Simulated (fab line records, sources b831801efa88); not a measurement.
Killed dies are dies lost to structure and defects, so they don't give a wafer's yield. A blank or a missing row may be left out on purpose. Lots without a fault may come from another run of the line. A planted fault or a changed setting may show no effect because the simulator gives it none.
Which tool did it? | flow gf180mcu | 13 lots, 39 wafers sampled, at 3 steps of a route of 602

WHAT THE GAUGES READ, wafer by wafer
GF_HV_LDD_TW_MEAS_38.
lot  | measured     | on            | HV_LDD_3_TW
L325 | day 11 07:46 | film_metro-04 | 1450 1443 1441
L327 | day 12 03:19 | film_metro-04 | 1445 1442 1434
L328 | day 12 10:55 | film_metro-02 | 1430 1434 1434
L329 | day 12 17:40 | film_metro-02 | 1435 1432 1442
L330 | day 13 06:47 | film_metro-02 | 1433 1433 1435
L331 | day 13 08:44 | film_metro-04 | 1448 1453 1451
L338 | day 15 18:22 | film_metro-04 | 1453 1454 1452
L339 | day 16 02:31 | film_metro-02 | 1424 1427 1428
L340 | day 16 16:11 | film_metro-04 | 1443 1447 1451
L343 | day 17 16:10 | film_metro-04 | 1441 1436 1447
L346 | day 18 13:06 | film_metro-04 | 1446 1435 1444
L347 | day 18 22:01 | film_metro-04 | 1446 1441 1446
L348 | day 19 08:13 | film_metro-02 | 1428 1428 1430

GF_HV_LDD_THK_MEAS_55.
lot  | measured     | on            | HV_LDD_CVD_54_THK (nm)
L325 | day 12 04:54 | film_metro-01 | 10.09 10.09 10.11
L327 | day 13 00:11 | film_metro-04 | 10.07 10.00 10.07
L328 | day 13 07:59 | film_metro-01 | 9.77 9.78 9.86
L329 | day 13 15:47 | film_metro-04 | 9.98 9.85 9.80
L330 | day 14 04:36 | film_metro-01 | 10.12 10.11 9.99
L331 | day 14 06:31 | film_metro-04 | 10.07 9.88 9.91
L338 | day 16 17:49 | film_metro-02 | 9.99 9.85 10.01
L339 | day 17 02:22 | film_metro-02 | 10.11 10.11 10.06
L340 | day 17 15:47 | film_metro-04 | 10.00 9.69 9.85
L343 | day 18 16:53 | film_metro-01 | 10.04 10.01 10.06
L346 | day 19 15:18 | film_metro-04 | 9.88 9.89 10.05
L347 | day 20 00:23 | film_metro-04 | 9.93 9.85 9.93
L348 | day 20 10:23 | film_metro-01 | 9.98 10.09 9.74

WHICH TOOL RAN EACH LOT (tool, then ch and the chambers of the sampled wafers, then the start)
lot  | GF_HV_LDD_STRIP_10
L325 | plasma_asher-01 ch 0,1, day 9 19:13
L327 | plasma_asher-01 ch 0,1, day 10 13:25
L328 | plasma_asher-03 ch 0,1, day 10 19:58
L329 | plasma_asher-03 ch 0,1, day 11 02:28
L330 | plasma_asher-03 ch 1, day 11 14:52
L331 | plasma_asher-01 ch 0,1, day 11 16:33
L338 | plasma_asher-02 ch 0,1, day 14 00:04
L339 | plasma_asher-02 ch 0, day 14 07:34
L340 | plasma_asher-02 ch 0,1, day 14 19:31
L343 | plasma_asher-01 ch 0, day 15 18:43
L346 | plasma_asher-01 ch 0,1, day 16 14:14
L347 | plasma_asher-03 ch 0,1, day 16 22:25
L348 | plasma_asher-03 ch 0,1, day 17 08:10
- GF_HV_LDD_STRIP_10: strips in O2/N2.

WHAT THE TOOLS THEMSELVES READ (means of the sampled wafers that have a number; where no wafer has one, the mark that the record gives instead)
GF_HV_LDD_STRIP_10.
lot  | tool            | drypump_motor_current_A (A) | heater_power_w (W) | oes_product_au (a.u.) | strip_time_to_endpoint_s (s)
L325 | plasma_asher-01 | 6.1                         | 281                | 0.713                 | 12.61
L327 | plasma_asher-01 | 5.7                         | 283                | 0.719                 | 12.67
L328 | plasma_asher-03 | 5.7                         | 330                | 0.719                 | 12.58
L329 | plasma_asher-03 | 5.7                         | 335                | 0.717                 | 12.68
L330 | plasma_asher-03 | 5.2                         | 327                | 0.718                 | 12.55
L331 | plasma_asher-01 | 5.7                         | 278                | 0.713                 | 12.64
L338 | plasma_asher-02 | 5.7                         | 312                | 0.717                 | 12.59
L339 | plasma_asher-02 | 5.7                         | 316                | 0.715                 | 12.65
L340 | plasma_asher-02 | 5.7                         | 311                | 0.716                 | 12.64
L343 | plasma_asher-01 | 5.4                         | 281                | 0.720                 | 12.62
L346 | plasma_asher-01 | 5.7                         | 282                | 0.718                 | 12.66
L347 | plasma_asher-03 | 5.7                         | 330                | 0.714                 | 12.69
L348 | plasma_asher-03 | 5.7                         | 331                | 0.711                 | 12.64

THE ANSWER, worked out from the rows above alone
Rule: what is usual is taken from the lots themselves. Put in order of their means at a reading, lots are off if they are a third of the lots or fewer, leave a main group of 4 or more, and stand apart from it by a gap of 3 or more times the standard deviation of the main group's means; of several such gaps the widest counts. A main group whose means are all the same, to the digits that the tables above print for the reading, isn't used. A lot without any number at a reading at which 4 lots or more have one is off too. The other lots that the step has rows for count as sound. The gauges are gone through in route order, then the tools' own readings, and for those a lot's mean is taken as printed above. The first step at which some lot is off is used, and at that step the reading that is off furthest; a lot without a number counts as furthest.
No lot is off at any reading shown: from this, nothing can be told.

WHAT THE SIMULATOR HAD PUT IN
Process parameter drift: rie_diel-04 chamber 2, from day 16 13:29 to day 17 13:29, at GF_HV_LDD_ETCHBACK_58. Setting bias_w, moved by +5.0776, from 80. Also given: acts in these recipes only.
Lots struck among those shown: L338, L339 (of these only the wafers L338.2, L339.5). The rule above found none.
